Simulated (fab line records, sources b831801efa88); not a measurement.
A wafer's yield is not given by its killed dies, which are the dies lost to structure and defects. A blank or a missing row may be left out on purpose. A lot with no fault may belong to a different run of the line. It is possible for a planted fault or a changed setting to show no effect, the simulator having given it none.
fab line records -- flow sfq_line
record lots=6, wafers=18, last_day=76
route steps=325 shown M2@89
lots with no fault: from the same line, run without faults
start_h: hours from the record's first day to the start of the lot's first wafer shown -- wait_h: time in hours since the lot's previous step -- " identical to the entry in the row above -- L1.1+2: several wafers, shown together as one row -- - no value, or no start was given -- * or withheld: withheld -- < > ~ a bound
route shown NAME@n: a module of which the file shows steps, and the number in the route of the first -- usual: the fault-free wafers' mean and standard deviation -- same: alike in all rows -- chamber/n: place in a boat -- sites: each site's reading -- _std_site: their standard deviation -- _edge_site: mean of outer sites minus mean of inner sites -- radius_mm: how far each site lies from the wafer's centre -- mask NAME#n: copy n -- behind: tool/chamber where the wafer was last shaped -- hold: why the lot went on hold/how many hours it stayed there/how the hold came to an end -- device: transistor that didn't switch, given as n, p or np -- end of line: at the end of the route, the tests of the same wafers -- a step with no rows: only its recipe -- killed: the dies lost at the first sort to structure and to defects; this is not the yield of the wafer -- map: dies across one wafer; x = killed, . = not, _ = none there
set.NAME: the run value of the setting; set.NAME@STEP: its run value at that earlier step -- model.NAME: the simulator's own value behind a step, which no gauge read
lots seen at some steps along the route; tables by step, rows by wafer
services: when a tool's chamber went out of use (start_h, in hours from the record's first day, below 0 if earlier), for how many hours, and the reason
## steps
# step SFQ_TRILAYER_M2_DEP_SPUTTER_055
# recipe material=Nb, base_pressure_pa=1.33e-06, chamber_pressure_pa=0.1333, substrate_temp_c=20, resputter_cathode_voltage_v=400, target_thk_nm=200, power_w=2000, time_s=133.3
# usual throttle_valve_pct=30.0/1
lot.wafer,tool,chamber,start_h,wait_h,throttle_valve_pct
L142.3,pvd_sputter-05,-,416.34,0.0,30.7
L142.4,pvd_sputter-05,-,416.34,0.0,28.2
L142.5,pvd_sputter-05,-,416.34,0.0,29.4
L147.1,pvd_sputter-06,-,461.92,0.0,30.7
L147.2,pvd_sputter-06,-,461.92,0.0,29.4
L147.6,pvd_sputter-06,-,461.92,0.0,28.8
L148.2,pvd_sputter-06,-,478.60,0.0,31.4
L148.4,pvd_sputter-06,-,478.60,0.0,29.0
L148.5,pvd_sputter-06,-,478.60,0.0,29.3
L154.2,pvd_sputter-04,-,530.13,0.0,29.8
L154.3,pvd_sputter-04,-,530.13,0.0,29.2
L154.6,pvd_sputter-04,-,530.13,0.0,31.4
L156.1,pvd_sputter-06,-,542.70,0.0,29.1
L156.2,pvd_sputter-06,-,542.70,0.0,30.9
L156.4,pvd_sputter-06,-,542.70,0.0,31.1
L157.4,pvd_sputter-04,-,548.70,0.0,31.3
L157.5,pvd_sputter-04,-,548.70,0.0,31.2
L157.6,pvd_sputter-04,-,548.70,0.0,29.4
# step SFQ_M2_RS_MEAS_914
# recipe thk_meas_gauge=four-point-probe, reads=Nb_of_TRILAYER_M2_DEP_SPUTTER_055
# usual M2_NB_RS=0.890/0.01
lot.wafer,tool,chamber,start_h,wait_h,M2_NB_RS[ohm/sq]
L142.3,film_metro-01,-,416.47,0.1,0.898
L142.4,film_metro-01,-,416.47,0.1,0.876
L142.5,film_metro-01,-,416.47,0.1,0.887
L147.1,film_metro-01,-,462.01,0.0,0.895
L147.2,film_metro-01,-,462.01,0.0,0.899
L147.6,film_metro-01,-,462.01,0.0,0.903
L148.2,film_metro-01,-,478.71,0.1,0.906
L148.4,film_metro-01,-,478.71,0.1,0.907
L148.5,film_metro-01,-,478.71,0.1,0.911
L154.2,film_metro-04,-,530.33,0.1,0.902
L154.3,film_metro-04,-,530.33,0.1,0.892
L154.6,film_metro-04,-,530.33,0.1,0.894
L156.1,film_metro-04,-,542.79,0.0,0.897
L156.2,film_metro-04,-,542.79,0.0,0.890
L156.4,film_metro-04,-,542.79,0.0,0.889
L157.4,film_metro-03,-,548.85,0.1,0.895
L157.5,film_metro-03,-,548.85,0.1,0.897
L157.6,film_metro-03,-,548.85,0.1,0.885
# step SFQ_TRILAYER_M2_LITHO_COAT_062
# recipe resist=BARC, spin_rpm=3000, resist_thk_nm=62
# step SFQ_TRILAYER_M2_LITHO_COAT_057
# recipe resist=KrF, spin_rpm=3000, resist_thk_nm=600
# step SFQ_TRILAYER_M2_LITHO_SOFTBAKE_061
# recipe temp_c=withheld, time_s=withheld, resist=KrF
# step SFQ_TRILAYER_M2_LITHO_EXPOSE_058
# recipe mask_id=M2, na=0.6, source_shape=conventional, sigma_outer=0.65, target_cd_nm=500, dose_mj=14.4
# step SFQ_TRILAYER_M2_LITHO_PEB_060
# recipe peb_temp_c=115, peb_time_s=60, resist=KrF
# step SFQ_TRILAYER_M2_LITHO_DEVELOP_059
# recipe time_s=60, resist=KrF
# step SFQ_M2_OVL_MEAS_916
# usual M2_OVL=-2/5.5
lot.wafer,tool,chamber,start_h,wait_h,M2_OVL[nm]
L142.3,overlay-01,-,480.67,0.1,-12
L142.4,overlay-01,-,480.67,0.1,-15
L142.5,overlay-01,-,480.67,0.1,-12
L147.1,overlay-01,-,528.66,0.1,0
L147.2,overlay-01,-,528.66,0.1,-3
L147.6,overlay-01,-,528.66,0.1,5
L148.2,overlay-02,-,545.37,0.1,-1
L148.4,overlay-02,-,545.37,0.1,3
L148.5,overlay-02,-,545.37,0.1,3
L154.2,overlay-01,-,592.92,0.1,4
L154.3,overlay-01,-,592.92,0.1,2
L154.6,overlay-01,-,592.92,0.1,-3
L156.1,overlay-01,-,609.51,0.1,-4
L156.2,overlay-01,-,609.51,0.1,-6
L156.4,overlay-01,-,609.51,0.1,-5
L157.4,overlay-01,-,611.93,0.1,-5
L157.5,overlay-01,-,611.93,0.1,-3
L157.6,overlay-01,-,611.93,0.1,-4
# step SFQ_TRILAYER_M2_BARC_OPEN_METAL_ETCH_077
# recipe mask_material=PR, chemistry=O2, target_depth_nm=125, target=BARC, icp_w=600, bias_w=80, pressure_mtorr=10, time_s=41.7
# usual drypump_motor_current_A=5.8/0.46, oes_product_au=0.685/0.0041
lot.wafer,tool,chamber,start_h,wait_h,drypump_motor_current_A,oes_product_au,rf_hours_counter_h
L142.3,rie_metal-02,0,480.71,0.0,6.3,0.688,-
L142.4,rie_metal-02,1,480.71,0.0,5.6,0.684,-
L142.5,rie_metal-02,0,480.71,0.0,6.4,0.676,-
L147.1,rie_metal-02,0,528.69,0.0,6.3,0.682,53
L147.2,rie_metal-02,1,528.69,0.0,5.6,0.679,69
L147.6,rie_metal-02,1,528.69,0.0,5.6,0.679,-
L148.2,rie_metal-02,0,545.40,0.0,6.3,0.682,56
L148.4,rie_metal-02,1,545.40,0.0,5.6,0.684,-
L148.5,rie_metal-02,1,545.40,0.0,5.6,0.680,-
L154.2,rie_metal-01,0,592.95,0.0,5.0,0.694,94
L154.3,rie_metal-01,0,592.95,0.0,5.0,0.687,-
L154.6,rie_metal-01,0,592.95,0.0,5.0,0.687,-
L156.1,rie_metal-02,0,609.55,0.0,6.4,0.685,65
L156.2,rie_metal-02,1,609.55,0.0,5.6,0.690,84
L156.4,rie_metal-02,1,609.55,0.0,5.6,0.688,-
L157.4,rie_metal-02,1,611.97,0.0,5.6,0.689,-
L157.5,rie_metal-02,1,611.97,0.0,5.6,0.682,-
L157.6,rie_metal-02,0,611.97,0.0,6.4,0.684,-
# step SFQ_TRILAYER_M2_ETCH_METAL_ETCH_060
# recipe target=Nb, stop_on=SiO2, mask_material=PR, chemistry=Cl2/Ar, target_depth_nm=240, icp_w=600, bias_w=80, pressure_mtorr=10, time_s=120
# usual drypump_motor_current_A=5.8/0.46, oes_product_au=0.894/0.0075
lot.wafer,tool,chamber,start_h,wait_h,drypump_motor_current_A,oes_product_au,rf_hours_counter_h
L142.3,rie_metal-02,0,480.79,0.1,6.3,0.882,-
L142.4,rie_metal-02,1,480.79,0.1,5.6,0.906,-
L142.5,rie_metal-02,0,480.79,0.1,6.4,0.895,-
L147.1,rie_metal-02,0,528.75,0.0,6.3,0.900,53
L147.2,rie_metal-02,1,528.75,0.0,5.6,0.893,69
L147.6,rie_metal-02,1,528.75,0.0,5.6,0.891,-
L148.2,rie_metal-02,0,545.46,0.0,6.3,0.884,56
L148.4,rie_metal-02,1,545.46,0.0,5.6,0.877,-
L148.5,rie_metal-02,1,545.46,0.0,5.6,0.879,-
L154.2,rie_metal-01,0,593.01,0.0,5.0,0.880,94
L154.3,rie_metal-01,0,593.01,0.0,5.0,0.889,-
L154.6,rie_metal-01,0,593.01,0.0,5.0,0.885,-
L156.1,rie_metal-02,0,609.61,0.0,6.3,0.888,65
L156.2,rie_metal-02,1,609.61,0.0,5.6,0.891,84
L156.4,rie_metal-02,1,609.61,0.0,5.6,0.893,-
L157.4,rie_metal-02,1,612.05,0.1,5.6,0.887,-
L157.5,rie_metal-02,1,612.05,0.1,5.6,0.893,-
L157.6,rie_metal-02,0,612.05,0.1,6.3,0.888,-
# step SFQ_TRILAYER_M2_STRIP_STRIP_061
# recipe gas=O2, power_w=200, platen_temp_c=40, overash_fraction=0.65, chemistry=O2, pressure_mtorr=50
# usual drypump_motor_current_A=5.8/0.46, oes_product_au=1.000/0.0073, overash_fraction=0.65/0
lot.wafer,tool,chamber,start_h,wait_h,drypump_motor_current_A,oes_product_au,overash_fraction,rf_hours_counter_h
L142.3,rie_metal-02,0,481.08,0.2,6.3,0.997,0.65,-
L142.4,rie_metal-02,1,481.08,0.2,5.6,0.988,0.65,-
L142.5,rie_metal-02,0,481.08,0.2,6.4,1.000,0.65,-
L147.1,rie_metal-02,0,528.88,0.1,6.3,0.996,0.39,54
L147.2,rie_metal-02,1,528.88,0.1,5.6,0.991,0.39,69
L147.6,rie_metal-02,1,528.88,0.1,5.6,0.989,0.39,-
L148.2,rie_metal-02,0,545.58,0.1,6.3,1.002,0.39,56
L148.4,rie_metal-02,1,545.58,0.1,5.6,0.989,0.39,-
L148.5,rie_metal-02,1,545.58,0.1,5.6,0.988,0.39,-
L154.2,rie_metal-01,0,593.13,0.1,5.0,1.011,0.65,94
L154.3,rie_metal-01,0,593.13,0.1,5.0,1.004,0.65,-
L154.6,rie_metal-01,0,593.13,0.1,5.0,0.999,0.65,-
L156.1,rie_metal-02,0,609.73,0.1,6.3,1.009,0.65,65
L156.2,rie_metal-02,1,609.73,0.1,5.6,1.002,0.65,84
L156.4,rie_metal-02,1,609.73,0.1,5.6,1.006,0.65,-
L157.4,rie_metal-02,1,612.33,0.2,5.6,1.003,0.65,-
L157.5,rie_metal-02,1,612.33,0.2,5.6,1.008,0.65,-
L157.6,rie_metal-02,0,612.33,0.2,6.4,1.004,0.65,-
# step SFQ_TRILAYER_M2_STRIP_SOLV_CLEAN_062
# recipe chemistry=NMP, temp_c=70, time_s=600
## services
tool,chamber,start_h,hours,kind
pvd_sputter-06,-,412.21,0.8,repair
pvd_sputter-04,-,424.17,4.3,repair
rie_metal-01,-,469.53,2.8,pm
pvd_sputter-06,-,510.96,22.2,repair
rie_metal-02,-,533.04,2.8,pm
pvd_sputter-04,-,549.17,62.2,repair
pvd_sputter-06,-,610.29,21.4,repair
## key
first_sign step=SFQ_TRILAYER_M2_STRIP_STRIP_061, reading=overash_fraction, direction=down, sigmas=99+, usual=0.65, struck=0.39
effect none on later readings
met_at SFQ_TRILAYER_M2_STRIP_STRIP_061
struck_wafers L147.1,L147.2,L147.6,L148.2,L148.4,L148.5
onset_between 481.08 528.88
fault kind=process_parameter_drift, tool=rie_metal-02, chamber=-, onset_h=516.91, steps=SFQ_TRILAYER_M2_STRIP_STRIP_061, channel=overash_fraction, offset=-0.26, shape=step, end_h=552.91, acts_in=these_recipes_only, stated=0.65
